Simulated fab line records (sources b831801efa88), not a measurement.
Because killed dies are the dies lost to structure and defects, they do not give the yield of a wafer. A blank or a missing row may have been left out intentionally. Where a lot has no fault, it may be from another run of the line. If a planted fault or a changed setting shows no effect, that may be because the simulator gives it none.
Comparing a struck lot with a sound one | flow gf180mcu | 21 out of 602 route steps
Sound: the wafers L966.2, L966.4, L966.5. Wafers L974.2, L974.3, L974.6 were the ones struck. The cause is given at the end.
For every step that has rows: the tool of each side, followed by ch and its chambers, followed by its first start. Under that, the readings that differ: sound wafers | struck wafers | difference of the means | sigmas: that difference in standard deviations of wafers without a fault.
alike: words and numbers the same on both sides, and readings whose means are apart by under 2 such deviations; not compared: readings that were withheld, readings missing a value for some wafer, numbers with overlapping values and no deviation given by the record, and bounds like >300 which may hide the same value.
The two part at a step that has a row with sigmas, a row that says differs or no value, or rows on one side only. Non-overlapping numbers with no deviation appear without sigmas and do not part them. A reading that every wafer of one side lacks parts them only if that side has two wafers or more.

GF_SALICIDE_RTA_08: time 30 s.
  sound on rtp anneal-01 ch 0, day 18 07:01; struck on rtp anneal-02 ch 0, day 21 12:43
  reading            | sound          | struck         | difference | sigmas
  lamp power pct (%) | 17.2 17.2 17.2 | 15.6 15.6 15.6 | -1.6       | -2
  alike: wafer_temp_C_max
then, 1 step without rows for these wafers: GF_CONTACT_CVD_00 (deposits SiO2, target thk 300 nm, time 50 s).
GF_CONTACT_THK_MEAS_01:
  sound: film metro-02 at day 18 07:10; struck: film metro-02 at day 21 12:52
  alike: CONTACT_CVD_00_THK
GF_CONTACT_CVD_02: deposits SiO2 from TEOS, target thk 860 nm, time 95.992 s.
  sound on pecvd-03 ch 0,1, day 18 07:13; struck on pecvd-03 ch 0,1, day 21 12:55
  alike: heater power outer w, heater power w
GF_CONTACT_THK_MEAS_03:
  sound: film metro-01 at day 18 07:17; struck: film metro-04 at day 21 12:59
  alike: CONTACT_CVD_02_THK
GF_CONTACT_CMP_04: polishes SiO2.
  sound on cmp-01 ch 0,3, day 18 07:20; struck on cmp-01 ch 1,3, day 21 13:02
  alike: edge zone pressure frac, motor current A, time to endpoint s
GF_CONTACT_BOW_MEAS_05:
  sound: film metro-01 at day 18 07:40; struck: film metro-02 at day 21 13:22
  alike: CONTACT_BOW
then, 5 steps without rows for these wafers: GF_CONTACT_DEHYDRATE_06 (time 60 s); GF_CONTACT_HMDS_07 (prime time 60 s); GF_CONTACT_COAT_08; GF_CONTACT_COAT_09 (resist thk 1000 nm); GF_CONTACT_SOFTBAKE_10 (time 60 s).
GF_CONTACT_EXPOSE_11: exposes mask Contact, target cd 220 nm.
  sound on krf scanner-01 ch 0, day 18 19:37; struck on krf scanner-02 ch 0, day 22 01:30
  alike: mask
then, 2 steps without rows for these wafers: GF_CONTACT_PEB_12 (peb time 90 s); GF_CONTACT_DEVELOP_13 (develop time 60 s).
GF_CONTACT_CD_MEAS_14: the cd target is 220 nm.
  sound: cd sem-01 at day 19 07:13; struck: cd sem-02 at day 22 13:00
  reading    | sound             | struck            | difference | sigmas
  cd nm (nm) | 220.0 219.2 219.7 | 206.5 196.3 200.7 | -18.5      | -13
  not compared: hold
GF_CONTACT_OVL_MEAS_15:
  sound: overlay-02 at day 19 07:19; struck: overlay-01 at day 22 14:53
  reading | sound | struck                                                                     | difference                   | sigmas
  hold    | - - - | await dispo/1.8h/release await dispo/1.8h/release await dispo/1.8h/release | no value on the sound wafers |
  alike: CONTACT_OVL
GF_CONTACT_ETCH_16: etches BARC in N2/H2.
  sound on rie diel-02 ch 1,3, day 19 07:21; struck on rie diel-03 ch 0,2, day 22 14:55
  reading                     | sound             | struck            | difference | sigmas
  drypump motor current A (A) | 5.3 5.1 5.1       | 6.5 5.8 5.8       | +0.9       | +2
  model.CONTACT.cd nm (nm)    | 218.9 220.3 220.5 | 208.4 195.5 199.6 | -18.7      |
  alike: oes product au, throttle valve pct
GF_CONTACT_ETCH_17: etches SiO2 in C4F8/O2/Ar, stops on CoSi2, target depth 860 nm.
  sound: rie diel-02 ch 1,3; struck: rie diel-03 ch 0,2
  reading                  | sound             | struck            | difference | sigmas
  model.CONTACT.cd nm (nm) | 220.2 219.8 219.4 | 206.4 195.2 199.1 | -19.6      |
  alike: oes product au
GF_CONTACT_STRIP_18: strips in O2/N2.
  sound on plasma asher-03 ch 0,1, day 19 07:31; struck on plasma asher-03 ch 0,1, day 22 15:05
  alike: drypump motor current A, heater power w, oes product au
  not compared: rf hours counter h
-- the record jumps here: 11 days lie between the struck wafers' starts before and after (it left off in module CONTACT and takes up again in module PASSIVATION, whose first step shown is number 602 of the route) --
GF_PASSIVATION_PROBE_99:
  sound: prober-02 at day 31 14:07; struck: prober-01 at day 33 22:38
  reading                                   | sound             | struck                                                                     | difference                   | sigmas
  hold                                      | - - -             | await dispo/4.9h/release await dispo/4.9h/release await dispo/4.9h/release | no value on the sound wafers |
  model.etest.contact to gate.bv left v (V) | 35.95 36.1 35.98  | 40.35 41.67 41.76                                                          | +5.25                        |
  model.etest.contact poly.rc ohm           | 5.906 5.961 5.827 | 6.361 7.346 7.043                                                          | +1.019                       |
  model.etest.contact pplus.rc ohm          | 5.403 5.302 5.19  | 5.816 6.389 6.154                                                          | +0.821                       |
  model.etest.contact nplus.rc ohm          | 5.395 4.995 5.449 | 5.696 6.299 6.33                                                           | +0.829                       |
  not compared: model.etest.contact to gate.bv right v

== WHERE THEY PART ==
At GF_SALICIDE_RTA_08 first; at GF_PASSIVATION_PROBE_99 last (within this record only).

WHY: the cause the simulator had injected
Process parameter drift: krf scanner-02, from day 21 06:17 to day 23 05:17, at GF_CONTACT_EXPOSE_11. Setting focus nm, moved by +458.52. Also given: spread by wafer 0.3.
